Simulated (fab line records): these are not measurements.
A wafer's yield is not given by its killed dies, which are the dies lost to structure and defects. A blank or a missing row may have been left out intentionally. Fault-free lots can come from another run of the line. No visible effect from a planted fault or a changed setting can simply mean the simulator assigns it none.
A lot that was struck, set against a sound lot :: flow sfq line :: 14 out of 325 route steps
Sound: the wafers L861.1, L861.3, L861.6. The struck wafers were L869.3, L869.4, L869.5. The cause comes at the end.
Each step with rows lists, per side, the tool, then ch with its chambers, then its first start. Under that, the readings that differ: sound wafers :: struck wafers :: difference of the means :: sigmas: that difference in standard deviations of wafers without a fault.
alike: readings whose means differ by less than 2 such deviations, and words and numbers that are the same on both sides. not compared: withheld readings, readings that some wafer has no value for, bounds like >300 that may hide the same value, and numbers for which the record gives no deviation and whose values overlap.
Wherever a step has rows on one side only, a row that says differs or no value, or a row with sigmas, the two part there. When numbers do not overlap yet have no deviation, they are printed without sigmas and do not part them. A reading that every wafer of one side lacks parts them only if that side has two wafers or more.

SFQ_TRILAYER_M1_BARC_OPEN_METAL_ETCH_054: etches BARC in O2, target depth 125 nm, time 41.7 s.
  sound on rie metal-04 ch 0,1, day 14 09:25; struck on rie metal-04 ch 0,1, day 17 05:45
  alike: drypump motor current A, oes product au
  not compared: rf hours counter h
SFQ_TRILAYER_M1_ETCH_METAL_ETCH_042: etches Nb in Cl2/Ar, stops on SiO2, target depth 240 nm, time 120 s.
  sound on rie metal-04 ch 0,1, day 14 09:28; struck on rie metal-04 ch 0,1, day 17 05:50
  alike: drypump motor current A, oes product au
  not compared: rf hours counter h
then, 2 steps without rows for these wafers: SFQ_TRILAYER_M1_STRIP_STRIP_043 (strips in O2); SFQ_TRILAYER_M1_STRIP_SOLV_CLEAN_044 (cleans in NMP, time 600 s).
SFQ_TRILAYER_I1_DEP_PECVD_045: deposits SiO2 from SiH4/N2O, time 111.11 s, target thk 500 nm.
  sound on pecvd-02 ch 0,1, day 14 10:22; struck on pecvd-01 ch 0,1,2, day 17 06:41
reading: showerhead vpp V (V)
sound: 861 856 875
struck: 800 794 807
difference: -64
sigmas: -2
  alike: heater power w, throttle valve pct
SFQ_TRILAYER_I1_CMP_CMP_046: polishes SiO2.
  sound on cmp-02 ch 0,2,3, day 14 23:55; struck on cmp-01 ch 1,2, day 17 07:05
reading: motor current A (A)
sound: 10.7 10.2 11.4
struck: 8.0 9.4 8.6
difference: -2.1
sigmas: -2
  alike: time to endpoint s
SFQ_I1_BOW_MEAS_912:
  sound on film metro-02 at day 15 02:25; struck on film metro-01 at day 17 10:07
  alike: I1_BOW
SFQ_TRILAYER_I1_METRO_MEASURE_047:
  sound on film metro-02 at day 15 02:32; struck on film metro-01 at day 17 10:36
  alike: thk nm
then, 4 steps without rows for these wafers: SFQ_TRILAYER_I1_VIA_LITHO_COAT_054 (resist thk 62 nm); SFQ_TRILAYER_I1_VIA_LITHO_COAT_049 (resist thk 650 nm); SFQ_TRILAYER_I1_VIA_LITHO_SOFTBAKE_053; SFQ_TRILAYER_I1_VIA_LITHO_EXPOSE_050 (exposes mask I1, target cd 500 nm).
-- the record jumps here: 6 days lie between the struck wafers' starts before and after --
SFQ_TRILAYER_I1_VIA_LITHO_PEB_052: peb time 60 s.
  sound on litho track-04 ch 0, day 17 18:45; struck on litho track-04, day 22 22:59
  no value came back on the struck wafers for chill plate temp C (C), exhaust pa (Pa); on the sound wafers chill plate temp C (C) reads 23.11 23.10 23.13
then, 1 step without rows for these wafers: SFQ_TRILAYER_I1_VIA_LITHO_DEVELOP_051 (time 60 s).

WHERE THEY PART
Earliest at SFQ_TRILAYER_I1_DEP_PECVD_045; latest, in this record, at SFQ_TRILAYER_I1_VIA_LITHO_PEB_052.

WHY: what had been put in by the simulator
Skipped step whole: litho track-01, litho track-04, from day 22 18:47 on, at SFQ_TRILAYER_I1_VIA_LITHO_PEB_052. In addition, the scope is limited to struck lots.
